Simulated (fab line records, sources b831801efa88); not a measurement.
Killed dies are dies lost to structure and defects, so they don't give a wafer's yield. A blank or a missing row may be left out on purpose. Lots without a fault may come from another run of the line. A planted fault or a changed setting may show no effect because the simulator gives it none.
fab line records | flow sky130 | part 1 of 2: steps 1 to 41 of 42
record lots=7 wafers=21 last_day=50
route steps=708 shown METAL5@667 PASSIVATION@681 PAD_OPEN@694
lots that met no fault: from a run of the same line without faults
start_h: hours from the record's first day to the start of the lot's first wafer shown | wait_h: hours since the lot's step before | " the same as in the row above | L1.1+2: a row that stands for several wafers | - no value, or no start given | * or withheld: withheld | < > ~ a bound
route shown NAME@n: a module of which the file shows steps, and the number in the route of the first | usual: mean/standard deviation of fault-free wafers | same: alike in all rows | chamber/n: place in a boat | sites: the reading at each site | _std_site: their standard deviation | _edge_site: outer sites' mean less inner sites' | radius_mm: how far each site lies from the wafer's centre | mask NAME#n: copy n | behind: the tool/chamber that last shaped the wafer | hold: why the lot was held/for how many hours/how that ended | device: the transistor (n, p or np) that didn't switch | end of line: the same wafers' tests at the end of the route | a step without rows: its recipe alone | killed: dies lost to structure and defects at the first sort, not the wafer's yield | map: a wafer's dies, x killed, . not, _ none there
set.NAME: the setting as run; set.NAME@STEP: as run at that earlier step | model.NAME: the simulator's own value behind a step, which no gauge read
lots at some steps of the route; a table a step, a row a wafer
services: from which hour (start_h, from the record's first day; less than 0 if before it) a tool's chamber was out of use, for how many hours, and why
## steps
# step SKY_METAL5_THK_MEAS_06
# recipe thk_meas_gauge=xrf reads=AlCu_of_METAL5_SPUTTER_02
# usual METAL5_ALCU_THK=1167/12
# columns lot.wafer tool chamber start_h wait_h METAL5_ALCU_THK[nm]
L370.1 film_metro-02 - 1023.41 0.1 1164
L370.4 " - " " 1163
L370.5 " - " " 1166
L375.2 film_metro-04 - 1060.51 0.1 1178
L375.5 " - " " 1174
L375.6 " - " " 1170
L376.1 film_metro-01 - 1069.85 0.1 1143
L376.3 " - " " 1151
L376.6 " - " " 1146
L378.2 film_metro-01 - 1082.11 0.1 1152
L378.5 " - " " 1169
L378.6 " - " " 1162
L383.1 film_metro-01 - 1103.64 0.1 1161
L383.3 " - " " 1160
L383.6 " - " " 1159
L380.1 film_metro-01 - 1108.37 0.1 1162
L380.3 " - " " 1168
L380.6 " - " " 1161
L389.1 film_metro-02 - 1136.62 0.1 1157
L389.3 " - " " 1153
L389.5 " - " " 1158
# step SKY_METAL5_DEHYDRATE_07
# recipe temp_c=200 time_s=60
# step SKY_METAL5_HMDS_08
# recipe prime_time_s=60 prime_temp_c=120
# step SKY_METAL5_COAT_09
# recipe resist=NOVOLAK spin_rpm=3000 resist_thk_nm=1800
# step SKY_METAL5_SOFTBAKE_10
# recipe temp_c=90 time_s=60 resist=NOVOLAK
# step SKY_METAL5_EXPOSE_11
# recipe mask_id=MM5 na=0.6 source_shape=conventional sigma_outer=0.6 polarization=unpolarized target_cd_nm=1600 dose_mj=190
# step SKY_METAL5_PEB_12
# recipe temp_c=withheld time_s=* resist=NOVOLAK
# step SKY_METAL5_DEVELOP_13
# recipe resist=NOVOLAK developer=TMAH develop_time_s=60 dev_temp_c=23
# step SKY_METAL5_DESCUM_14
# recipe chemistry=O2 source_power_w=150 bias_power_w=0 pressure_mtorr=10 temp_c=40 time_s=11
# step SKY_METAL5_METAL_ETCH_15
# recipe target_depth_a=12600 stop_on=SiO2 over_etch_frac=0.2 time_s=252 chemistry=Cl2/BCl3 resist_sidewall_deg=86 pressure_mtorr=10 icp_w=900 bias_w=48.5 Cl2_flow_sccm=60 bcl3_flow_sccm=30
# usual drypump_motor_current_A=5.7/0.54 oes_product_au=0.894/0.005 throttle_valve_pct=22.265/0.0098
# same time_s=252
# columns lot.wafer tool chamber start_h wait_h drypump_motor_current_A oes_product_au rf_hours_counter_h throttle_valve_pct
L370.1 rie_metal-03 1 1045.36 0.0 6.6 0.895 9 22.263
L370.4 " 1 " " 6.6 0.890 - 22.258
L370.5 " 0 " " 5.6 0.887 - 22.276
L375.2 rie_metal-04 0 1080.91 0.0 5.1 0.904 18 22.275
L375.5 " 1 " " 5.3 0.899 - 22.267
L375.6 " 0 " " 5.1 0.896 - 22.267
L376.1 rie_metal-04 1 1090.26 0.0 5.3 0.897 17 22.268
L376.3 " 1 " " 5.3 0.894 - 22.249
L376.6 " 0 " " 5.0 0.893 - 22.258
L378.2 rie_metal-04 1 1102.11 0.0 5.3 0.902 18 22.264
L378.5 " 1 " " 5.3 0.898 - 22.256
L378.6 " 0 " " 5.1 0.889 - 22.272
L383.1 rie_metal-03 0 1122.56 0.0 5.7 0.894 17 22.259
L383.3 " 0 " " 5.6 0.884 - 22.264
L383.6 " 0 " " 5.7 0.892 - 22.273
L380.1 rie_metal-03 1 1127.41 0.0 6.6 0.902 15 22.249
L380.3 " 1 " " 6.6 0.901 - 22.265
L380.6 " 1 " " 6.6 0.899 - 22.264
L389.1 rie_metal-03 0 1154.31 0.0 5.7 0.886 20 22.247
L389.3 " 1 " " 6.6 0.888 - 22.270
L389.5 " 1 " " 6.6 0.889 - 22.258
# step SKY_METAL5_STRIP_16
# recipe chemistry=O2/N2 power_w=1400 pressure_mtorr=1500 platen_temp_c=withheld o2_flow_sccm=3000 n2_flow_sccm=300 overash_fraction=0.5
# usual drypump_motor_current_A=5.7/0.36 oes_product_au=0.710/0.0045 strip_time_to_endpoint_s=13.09/0.098
# columns lot.wafer tool chamber start_h wait_h drypump_motor_current_A oes_product_au rf_hours_counter_h strip_time_to_endpoint_s
L370.1 plasma_asher-01 0 1045.60 0.2 5.8 0.705 30 12.94
L370.4 " 1 " " 5.9 0.713 - 13.06
L370.5 " 0 " " 5.8 0.705 - 13.09
L375.2 plasma_asher-01 0 1081.15 0.2 5.9 0.705 34 13.04
L375.5 " 1 " " 6.0 0.710 - 12.99
L375.6 " 0 " " 5.9 0.706 - 13.05
L376.1 plasma_asher-03 0 1090.50 0.2 4.9 0.703 3 13.03
L376.3 " 0 " " 4.9 0.703 - 13.06
L376.6 " 1 " " 5.8 0.707 - 13.05
L378.2 plasma_asher-02 0 1102.35 0.2 5.7 0.713 101 13.12
L378.5 " 0 " " 5.7 0.701 - 13.02
L378.6 " 1 " " 5.8 0.716 - 13.12
L383.1 plasma_asher-03 1 1122.79 0.2 5.8 0.707 5 13.10
L383.3 " 0 " " 4.9 0.711 - 13.14
L383.6 " 0 " " 4.9 0.713 - 13.20
L380.1 plasma_asher-01 1 1127.65 0.2 5.9 0.709 39 13.03
L380.3 " 1 " " 5.9 0.702 - 12.94
L380.6 " 1 " " 5.9 0.714 - 12.86
L389.1 plasma_asher-01 0 1154.54 0.2 5.8 0.709 42 13.24
L389.3 " 1 " " 5.9 0.704 - 13.01
L389.5 " 1 " " 5.9 0.706 - 13.09
# step SKY_METAL5_STRIP_17
# recipe chemistry=post_etch_residue_remover time_s=1200 temp_c=72.5
# step SKY_METAL5_CLEAN_18
# recipe chemistry=IPA time_s=180 temp_c=25
# same time_s=180
# columns lot.wafer tool chamber start_h wait_h
L370.1+4+5 wet_bench-03 2 1046.04 0.0
L375.2+5+6 wet_bench-03 1 1081.59 0.0
L376.1+3+6 wet_bench-03 0 1090.97 0.0
L378.2+5+6 wet_bench-03 3 1102.79 0.0
L383.1+3+6 wet_bench-01 0 1123.23 0.0
L380.1+3+6 wet_bench-01 2 1128.09 0.0
L389.1+3+5 wet_bench-04 1 1155.05 0.0
# step SKY_METAL5_CLEAN_19
# recipe chemistry=O3/DIW dry=n2_spin
# step SKY_PASSIVATION_CVD_00
# recipe material=SiO2 target_thk_nm=90 temp_c=400 time_s=withheld rf_w=600
# step SKY_PASSIVATION_THK_MEAS_01
# recipe reads=SiO2_of_PASSIVATION_CVD_00
# usual PASSIVATION_CVD_00_THK=90.2/1.2
# columns lot.wafer tool chamber start_h wait_h PASSIVATION_CVD_00_THK[nm]
L370.1 film_metro-04 - 1046.21 - 88.2
L370.4 " - " " 90.6
L370.5 " - " " 91.7
L375.2 film_metro-03 - 1081.77 - 90.3
L375.5 " - " " 91.7
L375.6 " - " " 92.4
L376.1 film_metro-02 - 1091.15 - 90.2
L376.3 " - " " 89.0
L376.6 " - " " 90.2
L378.2 film_metro-04 - 1102.97 - 90.0
L378.5 " - " " 92.6
L378.6 " - " " 91.9
L383.1 film_metro-04 - 1123.41 - 88.5
L383.3 " - " " 89.7
L383.6 " - " " 91.4
L380.1 film_metro-04 - 1128.27 - 89.7
L380.3 " - " " 89.7
L380.6 " - " " 91.1
L389.1 film_metro-04 - 1155.25 - 89.0
L389.3 " - " " 89.2
L389.5 " - " " 89.9
# step SKY_PASSIVATION_CVD_02
# recipe material=Si3N4 target_thk_nm=540 temp_c=400 time_s=withheld rf_w=450
# step SKY_PASSIVATION_THK_MEAS_03
# recipe reads=Si3N4_of_PASSIVATION_CVD_02
# usual PASSIVATION_CVD_02_THK=540/6.4
# columns lot.wafer tool chamber start_h wait_h PASSIVATION_CVD_02_THK[nm]
L370.1 film_metro-04 - 1046.61 - 536
L370.4 " - " " 549
L370.5 " - " " 552
L375.2 film_metro-03 - 1082.08 - 531
L375.5 " - " " 544
L375.6 " - " " 542
L376.1 film_metro-02 - 1091.55 - 529
L376.3 " - " " 537
L376.6 " - " " 539
L378.2 film_metro-03 - 1103.26 - 537
L378.5 " - " " 540
L378.6 " - " " 540
L383.1 film_metro-04 - 1123.70 - 536
L383.3 " - " " 530
L383.6 " - " " 536
L380.1 film_metro-02 - 1128.55 - 535
L380.3 " - " " 539
L380.6 " - " " 551
L389.1 film_metro-03 - 1155.54 - 530
L389.3 " - " " 534
L389.5 " - " " 542
# step SKY_PASSIVATION_DEHYDRATE_04
# recipe temp_c=200 time_s=60
# step SKY_PASSIVATION_HMDS_05
# recipe prime_time_s=60 prime_temp_c=120
# step SKY_PASSIVATION_COAT_06
# recipe spin_rpm=2000 resist_thk_nm=3000
# step SKY_PASSIVATION_SOFTBAKE_07
# recipe temp_c=110 time_s=withheld
# step SKY_PASSIVATION_EXPOSE_08
# recipe mask_id=NSM target_cd_nm=3000 na=0.57 dose_mj=260
# step SKY_PASSIVATION_PEB_09
# recipe temp_c=115 time_s=withheld
# step SKY_PASSIVATION_DEVELOP_10
# recipe develop_time_s=60 dev_temp_c=23
# step SKY_PASSIVATION_ETCH_11
# recipe chemistry=CF4/O2 target_depth_nm=725 stop_on=AlCu source_w=800 bias_w=150 pressure_mtorr=150 cf4_flow_sccm=80 O2_flow_sccm=10 time_s=161.1
# usual O2_flow_sccm=10.00/0.032 drypump_motor_current_A=5.6/0.36 oes_product_au=0.978/0.007 throttle_valve_pct=5.964/0.0091
# same time_s=161.1
# columns lot.wafer tool chamber start_h wait_h O2_flow_sccm drypump_motor_current_A oes_product_au rf_hours_counter_h throttle_valve_pct
L370.1 rie_diel-03 1 1067.63 - 10.01 5.5 0.977 14 5.989
L370.4 " 0 " " 9.97 5.9 0.980 2 5.962
L370.5 " 3 " " 10.00 5.5 0.988 - 5.958
L375.2 rie_diel-02 0 1101.87 - 9.92 5.6 0.969 23 5.958
L375.5 " 1 " " 10.04 5.7 0.986 - 5.960
L375.6 " 2 " " 9.99 6.0 0.974 - 5.960
L376.1 rie_diel-02 1 1111.57 - 10.00 5.7 0.966 10 5.943
L376.3 " 0 " " 10.02 5.6 0.979 23 5.965
L376.6 " 1 " " 10.01 5.7 0.976 - 5.962
L378.2 rie_diel-02 3 1122.87 - 10.00 5.3 0.979 19 5.959
L378.5 " 1 " " 10.03 5.7 0.974 - 5.980
L378.6 " 0 " " 9.99 5.6 0.976 - 5.957
L383.1 rie_diel-04 2 1142.58 - 10.00 5.2 0.972 28 5.967
L383.3 " 2 " " 9.97 5.2 0.961 - 5.969
L383.6 " 0 " " 10.04 5.1 0.972 - 5.984
L380.1 rie_diel-03 0 1147.13 - 9.99 5.8 0.984 4 5.972
L380.3 " 3 " " 9.93 5.5 0.979 2 5.959
L380.6 " 2 " " 9.95 6.3 0.984 - 5.961
L389.1 rie_diel-04 2 1172.87 - 10.05 5.2 0.965 29 5.966
L389.3 " 1 " " 10.00 5.8 0.976 5 5.945
L389.5 " 2 " " 10.01 5.2 0.980 - 5.964
# step SKY_PASSIVATION_STRIP_12
# recipe chemistry=O2/N2 power_w=1400 pressure_mtorr=1500 platen_temp_c=withheld overash_fraction=0.7 o2_flow_sccm=3000 n2_flow_sccm=300
# usual drypump_motor_current_A=5.6/0.43 oes_product_au=0.662/0.0047 strip_time_to_endpoint_s=31.47/0.12
# columns lot.wafer tool chamber start_h wait_h drypump_motor_current_A oes_product_au rf_hours_counter_h strip_time_to_endpoint_s
L370.1 plasma_asher-04 0 1067.74 0.1 5.8 0.659 63 31.67
L370.4 " 1 " " 6.0 0.672 - 31.45
L370.5 " 1 " " 6.0 0.662 - 31.58
L375.2 plasma_asher-03 0 1101.98 0.1 4.9 0.669 4 31.37
L375.5 " 0 " " 4.9 0.668 - 31.51
L375.6 " 1 " " 5.8 0.655 - 31.36
L376.1 plasma_asher-01 0 1111.68 0.1 5.9 0.659 37 31.53
L376.3 " 1 " " 5.9 0.663 - 31.56
L376.6 " 1 " " 5.9 0.662 - 31.63
L378.2 plasma_asher-04 0 1122.98 0.1 5.8 0.659 69 31.42
L378.5 " 0 " " 5.8 0.662 - 31.32
L378.6 " 1 " " 6.0 0.665 - 31.28
L383.1 plasma_asher-03 1 1142.74 0.1 5.8 0.663 7 31.44
L383.3 " 0 " " 4.9 0.670 - 31.30
L383.6 " 0 " " 4.9 0.664 - 31.21
L380.1 plasma_asher-03 1 1147.24 0.1 5.8 0.662 8 31.31
L380.3 " 0 " " 4.9 0.657 - 31.46
L380.6 " 0 " " 4.9 0.667 - 31.37
L389.1 plasma_asher-01 0 1172.98 0.1 5.8 0.659 44 31.56
L389.3 " 0 " " 5.8 0.667 - 31.56
L389.5 " 1 " " 5.9 0.655 - 31.58
# step SKY_PAD_OPEN_DEHYDRATE_00
# recipe temp_c=200 time_s=60
# step SKY_PAD_OPEN_HMDS_01
# recipe prime_time_s=60 prime_temp_c=120
# step SKY_PAD_OPEN_COAT_02
# recipe spin_rpm=2000 resist_thk_nm=3000
# step SKY_PAD_OPEN_SOFTBAKE_03
# recipe temp_c=110 time_s=withheld
# step SKY_PAD_OPEN_EXPOSE_04
# recipe mask_id=PDM target_cd_nm=60000 na=0.57 dose_mj=260
# step SKY_PAD_OPEN_PEB_05
# recipe temp_c=115 time_s=withheld
# step SKY_PAD_OPEN_DEVELOP_06
# recipe develop_time_s=60 dev_temp_c=23
# step SKY_PAD_OPEN_ETCH_07
# recipe chemistry=CF4/O2 target_depth_nm=725 stop_on=AlCu source_w=800 bias_w=150 pressure_mtorr=150 cf4_flow_sccm=80 O2_flow_sccm=10 time_s=161.1
# step SKY_PAD_OPEN_STRIP_08
# recipe chemistry=O2/N2 power_w=1400 pressure_mtorr=1500 platen_temp_c=withheld overash_fraction=0.7 o2_flow_sccm=3000 n2_flow_sccm=300
# usual drypump_motor_current_A=5.6/0.4 oes_product_au=0.663/0.0044 strip_time_to_endpoint_s=37.07/0.094
# columns lot.wafer tool chamber start_h wait_h drypump_motor_current_A oes_product_au rf_hours_counter_h strip_time_to_endpoint_s
L370.1 plasma_asher-03 1 1088.98 0.1 5.8 0.658 2 36.98
L370.4 " 0 " " 4.9 0.660 - 37.11
L370.5 " 0 " " 4.9 0.662 - 37.04
L375.2 plasma_asher-02 1 1120.99 0.1 5.8 0.662 103 37.04
L375.5 " 0 " " 5.7 0.658 - 37.08
L375.6 " 1 " " 5.8 0.659 - 37.03
L376.1 plasma_asher-03 0 1131.38 0.1 4.9 0.669 6 36.95
L376.3 " 1 " " 5.8 0.672 - 37.06
L376.6 " 0 " " 4.9 0.666 - 37.06
L378.2 plasma_asher-03 0 1141.88 0.1 4.9 0.663 7 37.17
L378.5 " 1 " " 5.8 0.667 - 37.15
L378.6 " 0 " " 4.9 0.661 - 37.16
L383.1 plasma_asher-04 0 1160.43 0.1 5.8 0.657 72 37.07
L383.3 " 0 " " 5.8 0.669 - 37.18
L383.6 " 1 " " 6.0 0.659 - 37.07
L380.1 plasma_asher-03 0 1165.68 0.1 4.9 0.662 10 37.13
L380.3 " 0 " " 4.9 0.666 - 37.12
L380.6 " 1 " " 5.8 0.664 - 37.09
L389.1 plasma_asher-04 0 1188.89 0.1 5.8 0.656 76 36.98
L389.3 " 0 " " 5.8 0.658 - 36.99
L389.5 " 0 " " 5.8 0.663 - 37.00
# step SKY_PAD_OPEN_STRIP_09
# recipe chemistry=post_etch_residue_remover time_s=1200 temp_c=72.5
# step SKY_PAD_OPEN_CLEAN_10
# recipe chemistry=IPA time_s=180 temp_c=25
# step SKY_PAD_OPEN_CLEAN_11
# recipe chemistry=O3/DIW dry=n2_spin
# step SKY_PAD_OPEN_ANNEAL_12
# recipe temp_c=400 time_s=withheld ambient=N2/H2 idle_temp_c=300 ramp_up_c_per_min=8 ramp_down_c_per_min=4
# step SKY_PAD_OPEN_BOW_MEAS_13
# recipe mode=bow
# usual PAD_OPEN_BOW=48/7.5
# columns lot.wafer tool chamber start_h wait_h PAD_OPEN_BOW[um]
L370.1 film_metro-01 - 1091.08 - 47
L370.4 " - " " 53
L370.5 " - " " 52
L375.2 film_metro-03 - 1123.10 - 32
L375.5 " - " " 49
L375.6 " - " " 49
L376.1 film_metro-04 - 1133.48 - 58
L376.3 " - " " 44
L376.6 " - " " 41
L378.2 film_metro-03 - 1144.10 - 48
L378.5 " - " " 62
L378.6 " - " " 70
L383.1 film_metro-03 - 1162.56 - 47
L383.3 " - " " 44
L383.6 " - " " 48
L380.1 film_metro-01 - 1167.77 - 41
L380.3 " - " " 42
L380.6 " - " " 48
L389.1 film_metro-01 - 1190.98 - 55
L389.3 " - " " 56
L389.5 " - " " 58
